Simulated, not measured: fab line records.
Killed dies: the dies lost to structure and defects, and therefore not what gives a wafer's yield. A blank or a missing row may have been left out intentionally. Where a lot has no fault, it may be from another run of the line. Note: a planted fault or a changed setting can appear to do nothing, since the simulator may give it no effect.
Which of the tools did it? ; flow gf180mcu ; 7 lots, 21 wafers sampled, at 4 steps of a route of 602

== WHAT THE GAUGES READ, wafer by wafer ==
GF_V1_BOW_MEAS_05.
lot;measured;on;V1_BOW (um)
L556;day 17 20:38;film-metro-02;88 82 87
L558;day 18 11:31;film-metro-02;85 78 76
L569;day 22 10:15;film-metro-01;88 81 83
L573;day 23 17:11;film-metro-01;71 81 74
L575;day 24 10:48;film-metro-03;84 85 75

== TOOL THAT RAN EACH LOT (tool first, then ch and the chambers of the sampled wafers, then the start) ==
lot;GF_M1_SPUTTER_02;GF_M1_PEB_12;GF_M1_STRIP_17
L556;pvd-sputter-03, day 16 20:01;litho-track-03 ch 0, day 17 18:54;plasma-asher-01 ch 0,1, day 17 19:32
L558;pvd-sputter-04, day 17 10:19;litho-track-02 ch 0, day 18 09:47;plasma-asher-01 ch 0,1, day 18 10:25
L560;pvd-sputter-04, day 18 05:35;litho-track-02, day 19 05:56;plasma-asher-02 ch 0,1, day 19 06:34
L562;pvd-sputter-01, day 18 19:46;litho-track-02, day 19 20:02;plasma-asher-01 ch 0,1, day 19 20:48
L569;pvd-sputter-01, day 21 09:28;litho-track-01 ch 0, day 22 08:32;plasma-asher-01 ch 0,1, day 22 09:08
L573;pvd-sputter-03, day 22 16:26;litho-track-01 ch 0, day 23 15:25;plasma-asher-01 ch 0,1, day 23 16:05
L575;pvd-sputter-04, day 23 10:21;litho-track-01 ch 0, day 24 09:05;plasma-asher-01 ch 0, day 24 09:41
- GF_M1_SPUTTER_02: material AlCu, target thk 450 nm, time 23.9 s.
- GF_M1_PEB_12: peb time 90 s.
- GF_M1_STRIP_17: strips in O2/N2.

== THE ANSWER, worked out from the rows above alone ==
Rule: the lots themselves supply what counts as usual. Put in order of their means at a reading, lots are off if they are a third of the lots or fewer, leave a main group of 4 or more, and stand apart from it by a gap of 3 or more times the standard deviation of the main group's means; of several such gaps the widest counts. If all means in a main group match to the digits the tables above print for the reading, that group is not used. A lot without any number at a reading at which 4 lots or more have one is off too. Where the step has rows for the other lots, those lots are counted as sound.
None of the lots is off at any reading shown; this tells nothing.

== WHAT THE SIMULATOR HAD PUT IN ==
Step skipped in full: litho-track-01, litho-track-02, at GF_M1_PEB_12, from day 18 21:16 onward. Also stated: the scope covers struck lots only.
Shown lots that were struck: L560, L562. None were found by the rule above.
